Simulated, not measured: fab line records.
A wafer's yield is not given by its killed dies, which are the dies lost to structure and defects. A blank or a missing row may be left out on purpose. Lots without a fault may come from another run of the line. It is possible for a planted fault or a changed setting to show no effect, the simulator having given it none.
fab line records	flow sky130	part 1 of 2: steps 1 to 25 of 38
record: lots: 5	wafers: 15	last-day: 49
route steps=708 shown RES_PROTECT@210 POLY_GATE@213 LDD_N@237
lots with no fault: from the same line, run without faults
start-h: hours from the record's first day to the start of the lot's first wafer shown	wait-h: hours elapsed since this lot's preceding step	" unchanged from the row above	L1.1+2: a row that stands for several wafers	- no value present, or no start provided	* or withheld: withheld	< > ~ a bound
route shown NAME@n: a module of which the file shows steps, and the number in the route of the first	usual: average and standard deviation across the fault-free wafers	same: alike in all rows	chamber/n: place in a boat	sites: each site's reading	_std_site: the values' standard deviation	_edge_site: inner sites' mean taken away from outer sites' mean	radius-mm: how far each site lies from the wafer's centre	mask NAME#n: copy n	behind: the tool/chamber that last shaped the wafer	hold: reason for holding the lot/hours on hold/outcome of the hold	device: the n, p or np transistor that did not switch	end of line: tests run on the same wafers once the route is complete	a step given without rows: its recipe and nothing more	killed: dies lost to structure and defects at the first sort, not the wafer's yield	map: shows each die of a wafer: x if killed, . if not, _ if none is there
set.NAME: the setting that was run; set.NAME@STEP: the one run at that earlier step	model.NAME: the simulator's own value behind a step, which no gauge read
certain route steps with their lots: each step a table, each wafer a row
services: from which hour (start-h, from the record's first day; less than 0 if before it) a tool's chamber was out of use, for how many hours, and why
== steps ==
step: SKY_RES_PROTECT_EXPOSE_04
recipe: mask-id: RPM	na: 0.6	source-shape: conventional	sigma-outer: 0.6	polarization: unpolarized	target-cd-nm: 1270	dose-mj: 131
same: sigma-outer: 0.6
lot.wafer	tool	chamber	start-h	wait-h	mask
L076.2+3+5	iline-stepper-01	0	-	-	RPM#0
L080.1+3+4	iline-stepper-02	0	-	-	RPM#0
L084.3+4+5	iline-stepper-02	0	-	-	RPM#0
L088.2+5+6	iline-stepper-01	0	-	-	RPM#0
L092.1+3+5	iline-stepper-02	0	-	-	RPM#0
step: SKY_RES_PROTECT_PEB_05
recipe: temp-c: withheld	time-s: *	resist: NOVOLAK
lot.wafer	tool	chamber	start-h	wait-h
L076.2+3+5	litho-track-01	0	-	-
L080.1+3+4	litho-track-04	0	-	-
L084.3+4+5	litho-track-02	0	-	-
L088.2+5+6	litho-track-01	0	-	-
L092.1+3+5	litho-track-01	0	-	-
step: SKY_RES_PROTECT_DEVELOP_06
recipe: resist: NOVOLAK	developer: TMAH	develop-time-s: 60	dev-temp-c: 23
usual: developer-temp-C: 23.02/0.099
lot.wafer	tool	chamber	start-h	wait-h	developer-temp-C
L076.2	litho-track-01	0	355.52	0.1	23.12
L076.3	"	0	"	"	23.05
L076.5	"	0	"	"	23.06
L080.1	litho-track-04	0	390.01	0.1	23.16
L080.3	"	0	"	"	23.01
L080.4	"	0	"	"	23.11
L084.3	litho-track-02	0	430.78	0.1	23.12
L084.4	"	0	"	"	22.97
L084.5	"	0	"	"	22.90
L088.2	litho-track-01	0	466.17	0.1	23.05
L088.5	"	0	"	"	23.01
L088.6	"	0	"	"	23.01
L092.1	litho-track-01	0	494.69	0.1	22.95
L092.3	"	0	"	"	22.87
L092.5	"	0	"	"	22.93
step: SKY_POLY_GATE_IMPLANT_02
recipe: species: P	energy-kev: 30	dose-cm2: 7.7e+15	tilt-deg: 0
usual: tilt-deg: 0.003/0.018
lot.wafer	tool	chamber	start-h	wait-h	tilt-deg
L076.2	implanter-01	0	355.67	0.1	0.014
L076.3	"	0	"	"	-0.019
L076.5	"	0	"	"	-0.024
L080.1	implanter-02	0	390.16	0.1	0.009
L080.3	"	0	"	"	0.004
L080.4	"	0	"	"	0.027
L084.3	implanter-02	0	430.93	0.1	0.024
L084.4	"	0	"	"	0.002
L084.5	"	0	"	"	-0.024
L088.2	implanter-02	0	466.32	0.1	-0.012
L088.5	"	0	"	"	-0.004
L088.6	"	0	"	"	0.001
L092.1	implanter-02	0	494.84	0.1	0.008
L092.3	"	0	"	"	0.000
L092.5	"	0	"	"	0.012
step: SKY_RES_PROTECT_STRIP_07
recipe: chemistry: O2/N2	power-w: 1400	pressure-mtorr: 1500	platen-temp-c: withheld	o2-flow-sccm: 3000	n2-flow-sccm: 300	overash-fraction: 0.5
usual: chamber-pressure-mTorr: 1499.9/1.3	drypump-motor-current-A: 5.4/0.45	oes-product-au: 0.517/0.0041	strip-time-to-endpoint-s: 23.26/0.04
same: overash-fraction: 0.5
lot.wafer	tool	chamber	start-h	wait-h	chamber-pressure-mTorr	drypump-motor-current-A	oes-product-au	rf-hours-counter-h	strip-time-to-endpoint-s
L076.2	plasma-asher-02	0	355.79	0.1	1502.4	6.1	0.513	54	23.30
L076.3	"	0	"	"	1500.9	6.1	0.518	-	23.32
L076.5	"	1	"	"	1500.5	5.8	0.516	-	23.28
L080.1	plasma-asher-03	1	390.31	0.1	1499.2	5.2	0.515	68	23.28
L080.3	"	0	"	"	1498.6	5.2	0.523	-	23.26
L080.4	"	1	"	"	1500.5	5.3	0.520	-	23.22
L084.3	plasma-asher-01	0	431.06	0.1	1499.2	5.9	0.513	-	23.17
L084.4	"	1	"	"	1500.9	4.7	0.516	-	23.20
L084.5	"	0	"	"	1499.7	5.9	0.523	-	23.13
L088.2	plasma-asher-02	0	466.44	0.1	1499.7	6.1	0.516	65	23.27
L088.5	"	1	"	"	1496.6	5.8	0.522	-	23.27
L088.6	"	0	"	"	1501.7	6.1	0.515	-	23.28
L092.1	plasma-asher-03	1	494.99	0.1	1502.1	5.3	0.510	6	23.25
L092.3	"	1	"	"	1499.9	5.3	0.514	-	23.22
L092.5	"	1	"	"	1501.0	5.2	0.518	-	23.24
step: SKY_RES_PROTECT_TW_MEAS_08
usual: POLY_GATE_TW: 4059/22
lot.wafer	tool	chamber	start-h	wait-h	POLY_GATE_TW
L076.2	film-metro-03	-	355.90	0.1	4067
L076.3	"	-	"	"	4057
L076.5	"	-	"	"	4069
L080.1	film-metro-03	-	390.41	0.1	4063
L080.3	"	-	"	"	4062
L080.4	"	-	"	"	4071
L084.3	film-metro-02	-	431.15	0.1	4099
L084.4	"	-	"	"	4085
L084.5	"	-	"	"	4093
L088.2	film-metro-04	-	466.55	0.1	4022
L088.5	"	-	"	"	4048
L088.6	"	-	"	"	4041
L092.1	film-metro-04	-	495.09	0.1	4008
L092.3	"	-	"	"	4033
L092.5	"	-	"	"	4024
step: SKY_RES_PROTECT_CLEAN_09
recipe: chemistry: SC1/SC2	mix: 1:4:20	temp-c: 70	time-s: 150	dry: n2-spin
lot.wafer	tool	chamber	start-h	wait-h
L076.2+3+5	wet-bench-03	2	355.95	0.0
L080.1+3+4	wet-bench-01	1	390.47	0.1
L084.3+4+5	wet-bench-03	2	431.19	0.0
L088.2+5+6	wet-bench-02	0	466.60	0.0
L092.1+3+5	wet-bench-02	2	495.15	0.1
step: SKY_POLY_GATE_CVD_03
recipe: material: Si3N4	precursor: DCS/NH3	target-thk-nm: 75	temp-c: 770	time-s: 1290	pressure-mtorr: 250
usual: spike-tc-top-C: 781.0/1	zone-power-top-pct: 25.8/2.5
lot.wafer	tool	chamber	start-h	wait-h	spike-tc-top-C	zone-power-top-pct
L076.2	lpcvd-02	1	356.30	0.3	780.2	28.6
L076.3	"	1	"	"	781.3	28.3
L076.5	"	1	"	"	780.1	27.9
L080.1	lpcvd-02	1	390.96	0.4	778.8	27.7
L080.3	"	1	"	"	780.2	28.0
L080.4	"	1	"	"	781.4	28.5
L084.3	lpcvd-02	0	431.24	0.0	784.1	23.1
L084.4	"	0	"	"	782.4	23.2
L084.5	"	0	"	"	780.8	23.1
L088.2	lpcvd-02	0	466.65	0.0	782.5	23.5
L088.5	"	0	"	"	782.1	23.1
L088.6	"	0	"	"	780.6	23.5
L092.1	lpcvd-02	1	495.26	0.1	779.8	28.5
L092.3	"	1	"	"	780.4	28.8
L092.5	"	1	"	"	782.3	28.0
step: SKY_POLY_GATE_THK_MEAS_04
recipe: reads: Si3N4_of_POLY_GATE_CVD_03
usual: POLY_GATE_CVD_03_THK: 74.8/0.65
lot.wafer	tool	chamber	start-h	wait-h	POLY_GATE_CVD_03_THK[nm]
L076.2	film-metro-01	-	357.67	0.0	74.9
L076.3	"	-	"	"	74.8
L076.5	"	-	"	"	75.1
L080.1	film-metro-03	-	392.32	0.0	74.7
L080.3	"	-	"	"	75.6
L080.4	"	-	"	"	75.2
L084.3	film-metro-03	-	432.62	0.0	75.9
L084.4	"	-	"	"	76.4
L084.5	"	-	"	"	75.9
L088.2	film-metro-02	-	468.02	0.0	74.6
L088.5	"	-	"	"	75.5
L088.6	"	-	"	"	75.3
L092.1	film-metro-02	-	496.62	0.0	74.5
L092.3	"	-	"	"	74.2
L092.5	"	-	"	"	74.7
step: SKY_POLY_GATE_DEHYDRATE_05
recipe: temp-c: 200	time-s: 60
usual: plate-temp-C: 199.99/0.16
lot.wafer	tool	chamber	start-h	wait-h	plate-temp-C
L076.2	litho-track-04	0	371.09	13.4	199.98
L076.3	"	0	"	"	199.95
L076.5	"	0	"	"	200.01
L080.1	litho-track-04	0	406.96	14.6	200.37
L080.3	"	0	"	"	200.07
L080.4	"	0	"	"	199.96
L084.3	litho-track-04	0	447.56	14.9	199.72
L084.4	"	0	"	"	199.96
L084.5	"	0	"	"	199.90
L088.2	litho-track-03	0	482.87	14.8	200.08
L088.5	"	0	"	"	199.91
L088.6	"	0	"	"	200.05
L092.1	litho-track-04	0	510.21	13.6	199.50
L092.3	"	0	"	"	199.58
L092.5	"	0	"	"	199.86
step: SKY_POLY_GATE_HMDS_06
recipe: prime-time-s: 60	prime-temp-c: 120
lot.wafer	tool	chamber	start-h	wait-h
L076.2+3+5	litho-track-04	0	371.24	0.1
L080.1+3+4	litho-track-04	0	407.11	0.1
L084.3+4+5	litho-track-04	0	447.71	0.1
L088.2+5+6	litho-track-03	0	483.02	0.1
L092.1+3+5	litho-track-04	0	510.36	0.1
step: SKY_POLY_GATE_COAT_07
recipe: resist: BARC	temp-c: withheld	time-s: withheld	spin-rpm: 3000	resist-thk-nm: 110
lot.wafer	tool	chamber	start-h	wait-h
L076.2+3+5	litho-track-04	0	371.39	0.1
L080.1+3+4	litho-track-04	0	407.26	0.1
L084.3+4+5	litho-track-04	0	447.86	0.1
L088.2+5+6	litho-track-03	0	483.17	0.1
L092.1+3+5	litho-track-04	0	510.51	0.1
step: SKY_POLY_GATE_COAT_08
recipe: resist: KrF-thick	spin-rpm: 3000	resist-thk-nm: 450
lot.wafer	tool	chamber	start-h	wait-h
L076.2+3+5	litho-track-04	0	-	-
L080.1+3+4	litho-track-04	0	-	-
L084.3+4+5	litho-track-04	0	-	-
L088.2+5+6	litho-track-03	0	-	-
L092.1+3+5	litho-track-04	0	-	-
step: SKY_POLY_GATE_SOFTBAKE_09
recipe: temp-c: 100	time-s: 90	resist: KrF-thick
usual: plate-temp-C: 100.00/0.12
lot.wafer	tool	chamber	start-h	wait-h	plate-temp-C
L076.2	litho-track-04	0	-	-	100.15
L076.3	"	0	"	"	100.03
L076.5	"	0	"	"	99.98
L080.1	litho-track-04	0	-	-	100.08
L080.3	"	0	"	"	100.02
L080.4	"	0	"	"	100.11
L084.3	litho-track-04	0	-	-	99.77
L084.4	"	0	"	"	99.82
L084.5	"	0	"	"	99.99
L088.2	litho-track-03	0	-	-	99.87
L088.5	"	0	"	"	99.95
L088.6	"	0	"	"	100.03
L092.1	litho-track-04	0	-	-	100.01
L092.3	"	0	"	"	99.84
L092.5	"	0	"	"	100.12
step: SKY_POLY_GATE_EXPOSE_10
recipe: mask-id: P1M	na: 0.68	source-shape: conventional	sigma-outer: 0.6	target-cd-nm: 150	dose-mj: 28
same: sigma-outer: 0.6
lot.wafer	tool	chamber	start-h	wait-h	mask
L076.2+3+5	krf-scanner-01	0	-	-	P1M#0
L080.1+3+4	krf-scanner-01	0	-	-	P1M#0
L084.3+4+5	krf-scanner-01	0	-	-	P1M#0
L088.2+5+6	krf-scanner-01	0	-	-	P1M#0
L092.1+3+5	krf-scanner-01	0	-	-	P1M#0
step: SKY_POLY_GATE_PEB_11
recipe: peb-temp-c: withheld	peb-time-s: withheld	resist: KrF-thick
lot.wafer	tool	chamber	start-h	wait-h
L076.2+3+5	litho-track-04	0	-	-
L080.1+3+4	litho-track-01	0	-	-
L084.3+4+5	litho-track-04	0	-	-
L088.2+5+6	litho-track-04	0	-	-
L092.1+3+5	litho-track-03	0	-	-
step: SKY_POLY_GATE_DEVELOP_12
recipe: develop-time-s: 60	resist: KrF-thick	dev-temp-c: 21
usual: developer-temp-C: 21.00/0.093
lot.wafer	tool	chamber	start-h	wait-h	developer-temp-C
L076.2	litho-track-04	0	-	-	20.96
L076.3	"	0	"	"	21.08
L076.5	"	0	"	"	20.92
L080.1	litho-track-01	0	-	-	21.10
L080.3	"	0	"	"	21.04
L080.4	"	0	"	"	21.05
L084.3	litho-track-04	0	-	-	21.02
L084.4	"	0	"	"	20.95
L084.5	"	0	"	"	21.08
L088.2	litho-track-04	0	-	-	21.01
L088.5	"	0	"	"	21.08
L088.6	"	0	"	"	21.03
L092.1	litho-track-03	0	-	-	21.18
L092.3	"	0	"	"	21.07
L092.5	"	0	"	"	21.09
step: SKY_POLY_GATE_CD_MEAS_13
recipe: target-cd-nm: 150
usual: cd-nm: 149.9/1.5
lot.wafer	tool	chamber	start-h	wait-h	cd-nm
L076.2	cd-sem-01	-	386.18	-	148.9
L076.3	"	-	"	"	150.4
L076.5	"	-	"	"	150.2
L080.1	cd-sem-01	-	421.94	-	152.4
L080.3	"	-	"	"	151.2
L080.4	"	-	"	"	151.4
L084.3	cd-sem-02	-	464.05	-	151.2
L084.4	"	-	"	"	151.2
L084.5	"	-	"	"	149.3
L088.2	cd-sem-01	-	499.88	-	150.1
L088.5	"	-	"	"	149.1
L088.6	"	-	"	"	149.6
L092.1	cd-sem-01	-	526.20	-	150.5
L092.3	"	-	"	"	148.7
L092.5	"	-	"	"	149.8
step: SKY_POLY_GATE_OVL_MEAS_14
usual: POLY_GATE_OVL: -1/4.8
lot.wafer	tool	chamber	start-h	wait-h	POLY_GATE_OVL[nm]
L076.2	overlay-01	-	386.29	0.1	3
L076.3	"	-	"	"	-5
L076.5	"	-	"	"	-13
L080.1	overlay-01	-	422.06	0.1	9
L080.3	"	-	"	"	3
L080.4	"	-	"	"	4
L084.3	overlay-02	-	464.15	0.1	-5
L084.4	"	-	"	"	-4
L084.5	"	-	"	"	7
L088.2	overlay-02	-	499.99	0.1	0
L088.5	"	-	"	"	1
L088.6	"	-	"	"	0
L092.1	overlay-02	-	526.32	0.1	3
L092.3	"	-	"	"	-9
L092.5	"	-	"	"	3
step: SKY_POLY_GATE_ETCH_15
recipe: chemistry: N2/H2	target: BARC	ion-energy-ev: 200	source-w: 500	bias-w: 100	pressure-mtorr: 30	n2-flow-sccm: 100	h2-flow-sccm: 200	stop-on: SiO2	time-s: 118.5	target-depth-a: 1100
usual: bias-w: 99.97/0.3	chamber-pressure-mTorr: 30.000/0.028	drypump-motor-current-A: 5.6/0.49	oes-product-au: 0.716/0.0046	throttle-valve-pct: 13.213/0.0088
lot.wafer	tool	chamber	start-h	wait-h	bias-w	chamber-pressure-mTorr	drypump-motor-current-A	oes-product-au	rf-hours-counter-h	throttle-valve-pct
L076.2	rie-diel-03	3	386.32	0.0	99.55	30.029	5.1	0.720	103	13.231
L076.3	"	0	"	"	100.02	30.001	5.7	0.715	11	13.200
L076.5	"	1	"	"	99.84	29.965	5.8	0.723	-	13.204
L080.1	rie-diel-01	1	422.10	0.0	100.18	30.028	6.4	0.719	5	13.206
L080.3	"	0	"	"	99.66	29.992	5.7	0.712	25	13.221
L080.4	"	3	"	"	100.09	29.984	6.2	0.714	104	13.208
L084.3	rie-diel-04	1	464.17	0.0	99.68	29.976	5.5	0.712	7	13.216
L084.4	"	0	"	"	99.70	30.001	5.6	0.713	64	13.214
L084.5	"	1	"	"	100.00	30.002	5.5	0.719	-	13.211
L088.2	rie-diel-04	1	500.02	0.0	100.14	29.986	5.5	0.714	8	13.218
L088.5	"	3	"	"	99.55	29.995	6.6	0.712	-	13.213
L088.6	"	2	"	"	99.65	30.015	5.6	0.725	-	13.199
L092.1	rie-diel-04	3	526.35	0.0	100.03	30.034	6.6	0.706	8	13.211
L092.3	"	2	"	"	100.44	29.994	5.6	0.708	85	13.233
L092.5	"	0	"	"	99.41	29.980	5.5	0.707	-	13.213
step: SKY_POLY_GATE_ETCH_16
recipe: stop-on: poly-Si	chemistry: CH3F/O2	target: Si3N4	source-w: 400	bias-w: 80	pressure-mtorr: 25	ch3f-flow-sccm: 40	O2_flow_sccm: 30	time-s: 147.5	target-depth-a: 750
usual: bias-w: 79.98/0.25	chamber-pressure-mTorr: 25.001/0.025	drypump-motor-current-A: 5.6/0.49	oes-product-au: 0.640/0.005	throttle-valve-pct: 10.535/0.0085
lot.wafer	tool	chamber	start-h	wait-h	bias-w	chamber-pressure-mTorr	drypump-motor-current-A	oes-product-au	rf-hours-counter-h	throttle-valve-pct
L076.2	rie-diel-03	3	386.40	0.0	79.93	24.983	5.1	0.648	103	10.543
L076.3	"	0	"	"	79.81	25.017	5.7	0.637	11	10.544
L076.5	"	1	"	"	80.02	24.985	5.8	0.638	-	10.525
L080.1	rie-diel-01	1	422.18	0.0	79.83	24.967	6.4	0.644	5	10.531
L080.3	"	0	"	"	79.93	24.971	5.7	0.643	25	10.529
L080.4	"	3	"	"	80.19	24.955	6.2	0.631	104	10.541
L084.3	rie-diel-04	1	464.25	0.0	79.86	24.989	5.5	0.642	7	10.552
L084.4	"	0	"	"	79.71	25.022	5.5	0.644	64	10.538
L084.5	"	1	"	"	80.14	25.048	5.5	0.641	-	10.525
L088.2	rie-diel-04	1	500.10	0.0	80.01	25.029	5.5	0.638	8	10.528
L088.5	"	3	"	"	79.98	24.993	6.7	0.644	-	10.548
L088.6	"	2	"	"	80.38	25.001	5.6	0.638	-	10.533
L092.1	rie-diel-04	3	526.44	0.0	80.30	24.997	6.6	0.635	8	10.540
L092.3	"	2	"	"	80.16	24.973	5.6	0.644	85	10.528
L092.5	"	0	"	"	79.81	25.036	5.5	0.641	-	10.538
step: SKY_POLY_GATE_ETCH_17
recipe: target-depth-nm: 180	stop-on: SiO2	over-etch-frac: 0.56667	chemistry: HBr/Cl2	target: poly-Si	icp-w: 400	bias-w: 100	pressure-mtorr: 10	HBr_flow_sccm: 150	Cl2_flow_sccm: 50	time-s: 70.5
usual: bias-w: 99.99/0.28	chamber-pressure-mTorr: 10.001/0.0082	drypump-motor-current-A: 5.82/0.21	oes-product-au: 0.986/0.0079	throttle-valve-pct: 33.686/0.0084
same: over-etch-frac: 0.56667
lot.wafer	tool	chamber	start-h	wait-h	bias-w	chamber-pressure-mTorr	drypump-motor-current-A	oes-product-au	rf-hours-counter-h	throttle-valve-pct
L076.2	rie-si-02	1	386.50	0.0	99.97	9.993	5.66	0.987	59	33.663
L076.3	"	3	"	"	100.37	9.997	5.87	0.988	2	33.686
L076.5	"	3	"	"	100.28	10.006	5.87	0.989	-	33.679
L080.1	rie-si-01	2	422.28	0.0	100.09	10.004	5.74	0.981	49	33.691
L080.3	"	0	"	"	99.77	10.006	5.95	0.984	2	33.687
L080.4	"	1	"	"	100.13	10.003	6.11	0.992	2	33.676
L084.3	rie-si-02	0	464.35	0.0	100.07	10.007	6.01	0.980	45	33.692
L084.4	"	1	"	"	100.05	10.001	5.65	0.990	60	33.684
L084.5	"	0	"	"	100.36	10.005	5.99	0.998	-	33.685
L088.2	rie-si-02	3	500.20	0.0	100.00	10.001	5.83	0.983	3	33.697
L088.5	"	0	"	"	99.63	9.987	5.99	0.989	-	33.680
L088.6	"	3	"	"	100.05	10.001	5.84	0.991	-	33.689
L092.1	rie-si-02	2	526.54	0.0	100.11	9.987	5.39	0.981	5	33.696
L092.3	"	1	"	"	99.73	9.989	5.69	0.974	0	33.683
L092.5	"	2	"	"	100.17	9.977	5.41	0.979	-	33.695
step: SKY_POLY_GATE_STRIP_18
recipe: chemistry: O2/N2	power-w: 1400	pressure-mtorr: 1500	platen-temp-c: withheld	o2-flow-sccm: 3000	n2-flow-sccm: 300	overash-fraction: 0.5
usual: chamber-pressure-mTorr: 1500.1/1.3	drypump-motor-current-A: 5.3/0.32	oes-product-au: 0.360/0.005	strip-time-to-endpoint-s: 3.16/0.036
same: overash-fraction: 0.5
lot.wafer	tool	chamber	start-h	wait-h	chamber-pressure-mTorr	drypump-motor-current-A	oes-product-au	rf-hours-counter-h	strip-time-to-endpoint-s
L076.2	plasma-asher-04	0	386.56	0.0	1499.4	5.5	0.365	26	3.19
L076.3	"	1	"	"	1502.2	5.3	0.353	-	3.16
L076.5	"	1	"	"	1500.2	5.4	0.357	-	3.14
L080.1	plasma-asher-01	0	422.33	0.0	1500.4	5.8	0.368	75	3.19
L080.3	"	1	"	"	1499.5	4.7	0.359	-	3.21
L080.4	"	0	"	"	1497.5	5.8	0.358	-	3.08
L084.3	plasma-asher-04	1	464.44	0.1	1500.0	5.3	0.355	-	3.15
L084.4	"	0	"	"	1500.2	5.5	0.369	-	3.14
L084.5	"	0	"	"	1502.5	5.5	0.358	-	3.16
L088.2	plasma-asher-04	0	500.26	0.0	1499.6	5.5	0.373	37	3.14
L088.5	"	1	"	"	1499.6	5.3	0.355	-	3.15
L088.6	"	0	"	"	1499.9	5.5	0.356	-	3.14
L092.1	plasma-asher-03	1	526.59	0.0	1500.3	5.3	0.362	9	3.13
L092.3	"	1	"	"	1500.6	5.3	0.367	-	3.11
L092.5	"	1	"	"	1497.6	5.3	0.358	-	3.10
step: SKY_POLY_GATE_CLEAN_19
recipe: chemistry: SC1/SC2	mix: 1:4:20	temp-c: 70	time-s: 150	dry: n2-spin
lot.wafer	tool	chamber	start-h	wait-h
L076.2+3+5	wet-bench-01	1	386.66	0.1
L080.1+3+4	wet-bench-01	2	422.43	0.1
L084.3+4+5	wet-bench-02	2	464.51	0.0
L088.2+5+6	wet-bench-01	3	500.36	0.1
L092.1+3+5	wet-bench-01	3	526.69	0.1
step: SKY_POLY_GATE_OXIDATION_20
recipe: temp-c: 850	ambient: O2	stabilise-s: 600	purge-s: 300	target-thk-a: 40	ox-time-s: 899
usual: spike-tc-top-C: 862.4/1	zone-power-top-pct: 26.9/0.47
lot.wafer	tool	chamber	start-h	wait-h	spike-tc-top-C	zone-power-top-pct
L076.2	furnace-01	0	387.93	1.2	861.4	26.6
L076.3	"	0	"	"	860.9	26.7
L076.5	"	0	"	"	862.3	26.1
L080.1	furnace-01	0	422.48	0.0	862.2	26.7
L080.3	"	0	"	"	863.5	26.4
L080.4	"	0	"	"	862.7	26.3
L084.3	furnace-02	0	464.56	0.0	862.4	27.5
L084.4	"	0	"	"	863.6	27.5
L084.5	"	0	"	"	863.1	27.6
L088.2	furnace-01	0	500.41	0.0	861.7	26.9
L088.5	"	0	"	"	863.3	26.5
L088.6	"	0	"	"	861.2	26.7
L092.1	furnace-01	0	527.47	0.7	859.8	26.3
L092.3	"	0	"	"	864.1	26.2
L092.5	"	0	"	"	862.4	26.7
